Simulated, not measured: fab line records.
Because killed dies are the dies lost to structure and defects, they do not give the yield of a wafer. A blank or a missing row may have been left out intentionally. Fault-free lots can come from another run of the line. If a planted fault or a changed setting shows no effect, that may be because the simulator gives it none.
Which of the tools did it?	flow gf180mcu	13 lots, 38 wafers sampled, at 4 steps of a route of 602

## WHAT EACH GAUGE READ, for each wafer
GF_HV_LDD_OVL_MEAS_08.
lot	measured	on	HV_LDD_OVL (nm)
L797	day 10 11:10	overlay-02	-0.7 -0.4 -0.1
L798	day 10 20:49	overlay-01	0.0 -1.6 -3.8
L799	day 10 21:16	overlay-01	0.9 1.9 0.4
L806	day 12 14:50	overlay-01	0.3 0.7
L809	day 13 17:47	overlay-01	-0.3 0.6 -1.6
L811	day 14 06:43	overlay-01	-0.8 1.5 0.2
L813	day 14 21:25	overlay-01	-2.4 -2.0 -1.9
L815	day 15 09:58	overlay-02	0.0 1.8 2.3
L816	day 15 21:10	overlay-02	0.2 -0.2 1.0
L817	day 16 04:40	overlay-01	-0.4 -0.8 -0.7
L818	day 16 14:28	overlay-02	2.3 1.4 0.8
L819	day 16 17:01	overlay-01	0.2 -0.5 -1.9
L820	day 17 02:40	overlay-01	3.0 2.1 2.1

GF_PSD_CD_MEAS_07 targets a cd of 400 nm.
lot	measured	on	cdNm (nm)
L797	day 14 17:42	cdSem-02	403.6 403.5 405.1
L798	day 15 05:30	cdSem-02	399.8 398.1 399.1
L799	day 15 08:00	cdSem-01	403.2 400.6 401.5
L806	day 17 04:29	cdSem-01	400.3 407.3
L809	day 18 12:02	cdSem-02	399.9 407.7 401.2
L811	day 19 02:26	cdSem-02	398.6 397.8 397.7
L813	day 19 20:32	cdSem-01	396.0 396.7 397.7
L815	day 20 10:51	cdSem-01	398.0 397.5 398.9
L816	day 21 00:05	cdSem-01	398.1 399.7 399.9
L817	day 21 06:53	cdSem-02	398.4 398.2 398.8
L818	day 21 16:44	cdSem-02	401.3 404.8 401.3
L819	day 21 21:12	cdSem-01	397.0 397.9 395.9
L820	day 22 05:42	cdSem-02	404.4 400.7 401.3

## WHAT TOOL EACH LOT RAN ON (gives the tool, then ch and the chambers of the sampled wafers, and finally the start)
lot	GF_POLY_GATE_STRIP_14	GF_PSD_DEVELOP_06
L797	plasmaAsher-04 ch 0,1, day 9 15:30	lithoTrack-01 ch 0, day 14 17:33
L798	plasmaAsher-02 ch 0,1, day 10 01:27	lithoTrack-02 ch 0, day 15 05:22
L799	plasmaAsher-04 ch 0,1, day 10 01:58	lithoTrack-03 ch 0, day 15 07:51
L806	plasmaAsher-01 ch 0,1, day 11 17:45	lithoTrack-03 ch 0, day 17 04:21
L809	plasmaAsher-01 ch 0,1, day 12 19:44	lithoTrack-03 ch 0, day 18 11:54
L811	plasmaAsher-01 ch 0,1, day 13 07:25	lithoTrack-02 ch 0, day 19 02:17
L813	plasmaAsher-01 ch 0,1, day 13 22:40	lithoTrack-02 ch 0, day 19 20:23
L815	plasmaAsher-01 ch 0,1, day 14 11:40	lithoTrack-02 ch 0, day 20 10:43
L816	plasmaAsher-01 ch 0,1, day 14 21:55	lithoTrack-01 ch 0, day 20 23:56
L817	plasmaAsher-04 ch 0,1, day 15 04:33	lithoTrack-02 ch 0, day 21 06:44
L818	plasmaAsher-01 ch 0,1, day 15 15:28	lithoTrack-02 ch 0, day 21 16:35
L819	plasmaAsher-02 ch 0,1, day 15 17:28	lithoTrack-02 ch 0, day 21 21:04
L820	plasmaAsher-02 ch 0,1, day 16 02:19	lithoTrack-03 ch 0, day 22 05:33
- GF_POLY_GATE_STRIP_14: strips in O2/N2.
- GF_PSD_DEVELOP_06: develop time 60 s.

## WHAT THE TOOLS THEMSELVES READ (means of the sampled wafers that have a number; where no wafer has one, the mark that the record gives instead)
GF_POLY_GATE_STRIP_14.
lot	tool	drypumpMotorCurrentA (A)	heaterPowerW (W)	oesProductAu (a.u.)
L797	plasmaAsher-04	5.4	300	0.510
L798	plasmaAsher-02	5.9	321	0.499
L799	plasmaAsher-04	5.4	292	0.506
L806	plasmaAsher-01	5.6	320	0.503
L809	plasmaAsher-01	5.5	314	0.503
L811	plasmaAsher-01	5.4	315	0.504
L813	plasmaAsher-01	5.7	322	0.507
L815	plasmaAsher-01	5.5	316	0.504
L816	plasmaAsher-01	5.7	321	0.505
L817	plasmaAsher-04	5.8	302	0.504
L818	plasmaAsher-01	5.7	323	0.507
L819	plasmaAsher-02	5.8	336	0.501
L820	plasmaAsher-02	5.8	333	0.502

## THE ANSWER, worked out from the rows above alone
Rule: the usual values come from the lots themselves. The widest of any qualifying gaps counts: lots, ordered by their means at a reading, are off when they make up no more than a third of the lots, leave a main group of 4 or more, and stand apart from it by 3 or more times the standard deviation of that group's means. If all means in a main group match to the digits the tables above print for the reading, that group is not used. Also off: a lot with no number at a reading for which 4 or more lots have one. The other lots that the step has rows for count as sound. The gauges are gone through in route order, then the tools' own readings, and for those a lot's mean is taken as printed above. At the first step where some lot is off, the reading lying furthest off is the one used; lots without a number count as furthest.
None of the lots is off at any reading shown; this tells nothing.

## WHAT THE SIMULATOR HAD PUT IN
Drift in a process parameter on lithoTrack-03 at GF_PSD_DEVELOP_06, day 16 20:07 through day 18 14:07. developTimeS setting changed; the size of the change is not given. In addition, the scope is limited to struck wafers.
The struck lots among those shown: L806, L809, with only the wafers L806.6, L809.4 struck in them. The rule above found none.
